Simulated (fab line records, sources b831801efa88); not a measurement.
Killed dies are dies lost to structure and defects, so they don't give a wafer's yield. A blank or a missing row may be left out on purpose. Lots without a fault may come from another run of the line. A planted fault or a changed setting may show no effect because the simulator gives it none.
Chamber matching | flow gf180mcu | GF_V5_CMP_04 on cmp-01: 4 sister chambers
The step polishes SiO2. 4 wafers are shown with their chamber, then 8 later ones without.

WAFERS WITH THEIR CHAMBER
wafer  | chamber | motor_current_A (A)
L084.1 | 2       | 11.7
L084.3 | 1       | 10.3
L084.4 | 3       | 13.8
L087.1 | 0       | 10.3

WAFERS WITHOUT THEIR CHAMBER
wafer  | motor_current_A (A)
L087.4 | 10.0
L087.5 | 10.3
L088.1 | 9.7
L088.2 | 13.7
L088.3 | 11.7
L096.3 | 13.2
L096.5 | 10.4
L096.6 | 12.3

WHICH CHAMBER EACH WENT THROUGH
wafer  | from the rows above     | in truth
L087.4 | can't be placed: 0 or 1 | 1
L087.5 | can't be placed: 0 or 1 | 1
L088.1 | can't be placed: 0 or 1 | 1
L088.2 | 3                       | 3
L088.3 | 2                       | 2
L096.3 | 3                       | 3
L096.5 | can't be placed: 0 or 1 | 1
L096.6 | 2                       | 2
Placed correctly: 4 of 8. Can't be placed from these rows: 4 (the true chamber is among the candidates in 4). Placed wrongly: 0.
How it was worked out, from the rows above alone: a wafer's distance from a chamber is the root of the sum, over the readings, of the square of ((its reading less the chamber's mean) divided by the reading's scatter). The wafer belongs to the nearest chamber; if the next one is less than 2 further off, it can't be placed. A chamber's mean is the mean of its shown wafers. The scatter: with one shown wafer a chamber, the root of the mean of the squares of how far each hidden wafer lies from its nearest shown one.
